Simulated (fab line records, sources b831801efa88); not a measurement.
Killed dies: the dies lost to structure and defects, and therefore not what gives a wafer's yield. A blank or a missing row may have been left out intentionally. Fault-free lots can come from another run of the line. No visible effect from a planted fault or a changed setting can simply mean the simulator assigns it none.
A single fault, viewed from 2 desks	flow gf180mcu	only its own numbers are on each desk; what lay behind them is given at the end

== AT THE TOOL OWNER'S DESK: rieSi-01 ==
The tool's own readings at GF_POLY_GATE_ETCH_13 (etches poly-Si in HBr/Cl2, stops on SiO2, target depth 198.5 nm, time 69.6 s): means of the sampled wafers that have a number, for each lot that ran on this tool. Marked OUT: a lot whose mean sits more than 4 standard deviations from the usual mean, which makes it out of limits; the brackets give that distance.
Columns: A = HBr_flow_sccm at GF_POLY_GATE_ETCH_13, usual 150.0 sccm; B = drypumpMotorCurrentA at GF_POLY_GATE_ETCH_13, usual 5.5 A; C = oesProductAu at GF_POLY_GATE_ETCH_13, usual 0.990 a.u.; D = runLengthS at GF_POLY_GATE_ETCH_13, usual 97.9 s; E = throttleValvePct at GF_POLY_GATE_ETCH_13, usual 33.684 %
lot	first seen here	A	B	C	D	E
L828	day 9 17:28	150.2	5.5	1.001	97.3	33.684
L829	day 10 06:58	150.0	5.4	0.990	98.3	33.687
L831	day 10 18:55	150.3	5.6	0.995	98.2	33.684
L832	day 10 23:28	149.5	5.5	0.991	97.4	33.681
L834	day 11 18:35	150.4	5.3	0.984	97.2	33.682
L835	day 12 02:58	150.0	5.4	0.997	97.7	33.685
L836	day 12 05:28	150.3	5.5	0.991	97.9	33.686
L837	day 12 09:40	150.1	5.4	0.989	97.9	33.685
L842	day 14 01:01	150.0	5.4	1.003	83.8 (-29) OUT	33.682
This desk finds L842 out of limits, L842 being first, at day 14 01:01 (runLengthS at GF_POLY_GATE_ETCH_13). L828, L829, L831, L832, L834, L835, L836, L837: within limits.

== METROLOGY DESK ==
What the gauges read for every lot (on any tool): the sampled wafers with a number, averaged. Marked OUT: a lot whose mean sits more than 4 standard deviations from the usual mean, which makes it out of limits; the brackets give that distance.
Columns: A = LVPWELL_OVL at GF_LVPWELL_OVL_MEAS_07, usual -1.5 nm; B = cdNm at GF_HV_LDD_CD_MEAS_46, usual 399.6 nm
lot	first seen here	A	B
L828	day 4 07:51	-1.6	401.6
L829	day 4 17:46	-0.1	398.2
L830	day 5 02:30	-3.3	401.8
L831	day 5 02:55	-2.7	399.9
L832	day 5 06:45	-1.1	397.6
L833	day 5 15:46	-1.8	398.7
L834	day 5 21:06	-1.9	399.3
L835	day 6 03:08	-0.6	398.2
L836	day 6 05:42	-1.3	399.1
L837	day 6 09:44	-2.2	402.0
L840	day 7 03:53	-2.2	400.4
L842	day 7 15:21	-0.6	400.6
L847	day 8 20:04	-1.4	401.1
Finding of this desk: none of the 13 lots has anything out of limits.

== ALL TOGETHER ==
An alarm could have come from the tool owner's desk at day 14 01:01, on L842.
At the metrology desk, nothing out of limits was observed.
The metrology desk has L842 on record, within its limits.
Every lot named ran GF_POLY_GATE_ETCH_13 on rieSi-01.

== WHAT THE SIMULATOR HAD PUT IN ==
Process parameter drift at GF_POLY_GATE_ETCH_13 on rieSi-01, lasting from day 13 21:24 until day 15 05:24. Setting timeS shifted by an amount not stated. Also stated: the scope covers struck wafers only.
Lots struck among those shown: L842.
Delay in hours, fault start to first out-of-limits reading, by desk: the tool owner's desk at 4.
